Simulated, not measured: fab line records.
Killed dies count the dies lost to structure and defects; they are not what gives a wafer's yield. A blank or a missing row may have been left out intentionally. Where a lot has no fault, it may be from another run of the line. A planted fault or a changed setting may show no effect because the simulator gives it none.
Problem report in the 8D (eight disciplines) form, filled by code | flow sky130 | the parts of the form that need people (team, actions taken, sign-off) are left out

1. WHAT WENT WRONG
At SKY_METAL3_EXPOSE_10, exposureDoseMJCm2 averages 27.16 over 9 wafers from 3 lots, while fault-free wafers read 27.98, standard deviation 0.03. Relative to the usual mean, that is a shift of -27 standard deviations.
The step: exposes mask MM3, target cd 300 nm.
First observed at day 42 07:41: wafer L767.2, on krfScanner-01. The record holds 33 wafers of 11 lots with a number at this step. The rule behind "out" and "out of limits": a value lying over 4 standard deviations away from the usual mean. All remaining wafers that have a number are taken as sound.

2. WHAT IT IS AND WHAT IT IS NOT
question                    | is                     | is not
which readings at this step | exposureDoseMJCm2      | focusOffsetNm, stageVelMmS
which lots                  | L767, L768, L769       | L755, L757, L758, L759, L760, L762, L774, L775
which wafers of those lots  | all that have a number | -
read on which tools         | krfScanner-01          | krfScanner-02
when                        | from day 42 07:41      | up to then (18 sound wafers); but 6 sound wafers of L774, L775 came after

3. SUSPECTS, AND WHAT RULES EACH OUT
Counting: any tool at a process step up to the reading is kept as a suspect provided that every lot that is out went through it and no sound lot did after the first of them.
- cvdW-01 at SKY_VIA2_CVD_21 (deposits W, target thk 420 nm, time 126.4 s): ruled out as a lasting fault. The sound lots L775 went through it after L767, its earliest lot that is out (day 40 18:22).
- krfScanner-01 at SKY_METAL3_EXPOSE_10 (exposes mask MM3, target cd 300 nm): kept. It processed each lot that is out, first L767 at day 42 07:41, and no sound lot thereafter; up to then, the last sound lot it processed was L762 at day 40 23:55. Out on those wafers are its own readings of exposureDoseMJCm2.
Remaining after the count: krfScanner-01 at SKY_METAL3_EXPOSE_10.

4. THE CAUSE (what the simulator had put in)
Process parameter drift: krfScanner-01, from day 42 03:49 on, at SKY_METAL3_EXPOSE_10. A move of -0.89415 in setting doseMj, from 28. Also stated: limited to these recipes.
This tool alone remained once counting was done.

5. SEQUENCE OF EFFECTS, ordered by route
Each row: a reading whose mean over the struck wafers that have a number lies more than 3 standard deviations from the usual. Readings are gone through only where the record gives a usual standard deviation; hours: the median, over the lots, of the time from a lot's start at the first step in this table giving one to that lot's start at this step; sigmas: the change measured in usual standard deviations.
hours | step                  | reading           | usual    | on struck wafers | change | sigmas
0     | SKY_METAL3_EXPOSE_10  | exposureDoseMJCm2 | 27.98    | 27.16            | -0.82  | -27
11    | SKY_METAL3_CD_MEAS_13 | cdNm              | 299.6 nm | 304.5            | +4.9   | +3.3
The process steps in it:
- SKY_METAL3_EXPOSE_10: exposes mask MM3, target cd 300 nm.

6. WHAT WOULD HAVE CAUGHT IT SOONER
First out-of-limits reading in this record: day 42 07:41, which is 4 hours after fault onset at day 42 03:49.
